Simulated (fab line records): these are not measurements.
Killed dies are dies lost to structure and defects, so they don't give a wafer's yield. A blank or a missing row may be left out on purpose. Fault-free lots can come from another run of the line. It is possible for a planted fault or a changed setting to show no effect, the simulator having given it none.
A lot that was struck, set against a sound lot	flow gf180mcu	15 out of 602 route steps
Sound: the wafers L352.1, L352.2, L352.3. Wafers L346.1, L346.2, L346.5 were the ones struck. The cause is named last.
At each step with rows: each side's tool, then ch and its chambers, then its first start. Under that, the readings that differ: sound wafers	struck wafers	difference of the means	sigmas: that difference in standard deviations of wafers without a fault.
alike: a reading whose means differ by less than 2 such deviations, as well as words and numbers matching on both sides. not compared: withheld readings; readings where some wafer has no value; bounds like >300 that might hide an equal value; numbers whose values overlap and for which the record gives no deviation.
The two part at a step that has a row with sigmas, a row that says differs or no value, or rows on one side only. Numbers that don't overlap but have no deviation are shown without sigmas and don't part them. Lack of a reading on every wafer of one side parts them only where that side has two or more wafers.

first, 2 steps without rows for these wafers: GF_CONTACT_PEB_12 (peb time 90 s); GF_CONTACT_DEVELOP_13 (develop time 60 s).
GF_CONTACT_CD_MEAS_14: the cd target is 220 nm.
  struck on cdSem-01, day 19 01:34; sound on cdSem-02, day 21 08:10
  alike: cdNm
GF_CONTACT_OVL_MEAS_15:
  struck on overlay-01, day 19 01:41; sound on overlay-01, day 21 08:17
  alike: CONTACT_OVL
GF_CONTACT_ETCH_16: etches BARC in N2/H2.
  sound on rieDiel-03 ch 0,2,3, day 21 08:19; struck on rieDiel-03 ch 0,1,2, day 19 01:43
  alike: biasW, drypumpMotorCurrentA, n2FlowSccm, oesProductAu, throttleValvePct
GF_CONTACT_ETCH_17: etches SiO2 in C4F8/O2/Ar, stops on CoSi2, target depth 860 nm.
  sound on rieDiel-03 ch 0,2,3; struck on rieDiel-03 ch 0,1,2
  alike: biasW, oesProductAu
GF_CONTACT_STRIP_18: strips in O2/N2.
  sound on plasmaAsher-03 ch 0,1, day 21 08:29; struck on plasmaAsher-02 ch 0,1, day 19 01:53
  alike: drypumpMotorCurrentA, heaterPowerW, n2FlowSccm, oesProductAu
  not compared: rfHoursCounterH
then, 3 steps without rows for these wafers: GF_CONTACT_CLEAN_19 (cleans in SPM); GF_CONTACT_CLEAN_20 (cleans in DIW); GF_CONTACT_CLEAN_21 (cleans in dHF, time 20 s).
GF_CONTACT_SPUTTER_22: material Ti, target thk 15 nm, time 80.02 s.
  struck on pvdSputter-03, day 19 02:12; sound on pvdSputter-03, day 21 08:47
  alike: throttleValvePct
GF_CONTACT_SPUTTER_23: material TiN, target thk 10 nm, time 40 s.
  struck on pvdSputter-03, day 19 02:16; sound on pvdSputter-03, day 21 08:50
  alike: throttleValvePct
GF_CONTACT_CVD_24: deposits W, target thk 300 nm, time 90.339 s.
  sound on cvdW-02 ch 0,1, day 21 08:53; struck on cvdW-02 ch 0,1, day 19 02:18
  no value came back on the struck wafers for chamberPressureTorr (Torr), heaterPowerOuterW (W), heaterPowerW (W); on the sound wafers chamberPressureTorr (Torr) reads 39.89 39.98 39.91
GF_CONTACT_RS_MEAS_25: uses a four-point probe to measure.
  struck on filmMetro-04, day 19 02:47; sound on filmMetro-01, day 21 08:59
reading	sound	struck	difference	sigmas
CONTACT_W_RS (ohm/sq)	0.394 0.388 0.382	44.555 44.826 45.058	+44.425	+99 or more
  not compared: hold
GF_PASSIVATION_PROBE_99:
  the record holds rows for the sound wafers here (prober-02, day 33 00:52) but none for the struck ones

== WHERE THEY PART ==
First at GF_CONTACT_CVD_24; last, within this record, at GF_PASSIVATION_PROBE_99.

WHY: whatever the simulator had introduced
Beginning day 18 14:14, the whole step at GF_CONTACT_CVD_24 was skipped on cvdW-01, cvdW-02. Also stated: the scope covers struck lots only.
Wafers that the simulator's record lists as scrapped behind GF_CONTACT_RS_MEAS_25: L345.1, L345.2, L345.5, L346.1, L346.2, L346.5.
